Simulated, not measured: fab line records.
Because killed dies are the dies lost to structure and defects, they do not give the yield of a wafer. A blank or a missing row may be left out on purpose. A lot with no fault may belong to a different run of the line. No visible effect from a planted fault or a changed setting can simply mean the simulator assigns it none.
Chamber matching + flow sfq line + cmp-02 running SFQ_TRILAYER_I1_CMP_CMP_046: 4 sister chambers
The step polishes SiO2. 19 wafers are shown with their chamber, then 9 later ones without.

== WAFERS, EACH WITH ITS CHAMBER ==
| wafer  | chamber | motor current A (A) | time to endpoint s (s) |
|--------|---------|---------------------|------------------------|
| L340.1 | 1       | 10.0                | 219                    |
| L340.2 | 2       | 11.1                | 218                    |
| L340.3 | 3       | 11.1                | 209                    |
| L344.1 | 0       | 10.2                | 209                    |
| L344.5 | 2       | 11.9                | 221                    |
| L344.6 | 1       | 10.1                | 218                    |
| L345.1 | 1       | 10.2                | 225                    |
| L345.4 | 3       | 11.0                | 218                    |
| L345.6 | 2       | 12.3                | 232                    |
| L346.4 | 2       | 11.2                | 209                    |
| L346.5 | 1       | 10.2                | 222                    |
| L346.6 | 0       | 9.6                 | 208                    |
| L347.1 | 1       | 10.5                | 206                    |
| L347.3 | 2       | 12.4                | 219                    |
| L347.5 | 3       | 10.3                | 221                    |
| L348.2 | 0       | 9.6                 | 204                    |
| L348.3 | 2       | 11.1                | 208                    |
| L348.6 | 1       | 10.0                | 219                    |
| L349.1 | 1       | 9.8                 | 212                    |

SIGNATURES (means of the wafers above)
| reading            | chamber 0 | chamber 1 | chamber 2 | chamber 3 | scatter within a chamber |
|--------------------|-----------|-----------|-----------|-----------|--------------------------|
| motor current A    | 9.800     | 10.114    | 11.667    | 10.800    | 0.429                    |
| time to endpoint s | 207.00    | 217.29    | 217.83    | 216.00    | 6.94                     |
Rule: distance of a wafer from a chamber = root of the sum over the readings of ((wafer's reading minus chamber's mean) / reading's scatter) squared. If the next closest chamber is less than 2 further off than the closest, the wafer can't be placed; otherwise it belongs to the closest. The scatter: the root of (the sum of the squares of (reading less its chamber's mean) over the shown wafers, divided by (wafers less chambers)).

== WAFERS WITH NO CHAMBER GIVEN ==
| wafer  | motor current A (A) | time to endpoint s (s) |
|--------|---------------------|------------------------|
| L349.3 | 11.6                | 205                    |
| L349.6 | 10.4                | 214                    |
| L350.1 | 11.6                | 213                    |
| L350.5 | 11.8                | 221                    |
| L350.6 | 10.8                | 215                    |
| L351.1 | 11.3                | 210                    |
| L351.2 | 10.6                | 207                    |
| L351.3 | 11.3                | 209                    |
| L357.5 | 11.5                | 215                    |

== THE CHAMBER EACH PASSED THROUGH ==
| wafer  | from the rows above               | in truth |
|--------|-----------------------------------|----------|
| L349.3 | can't be placed: 2 or 3           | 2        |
| L349.6 | can't be placed: 1 or 3 or 0      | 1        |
| L350.1 | can't be placed: 2 or 3           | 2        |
| L350.5 | can't be placed: 2 or 3           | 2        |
| L350.6 | can't be placed: 3 or 1 or 2      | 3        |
| L351.1 | can't be placed: 2 or 3 or 1      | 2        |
| L351.2 | can't be placed: 3 or 0 or 1 or 2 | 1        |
| L351.3 | can't be placed: 2 or 3 or 1 or 0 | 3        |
| L357.5 | can't be placed: 2 or 3           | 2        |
0 of 9 placed correctly. Unplaceable from these rows: 9, with the true chamber sitting among the candidates in 9. Number placed wrongly: 0.
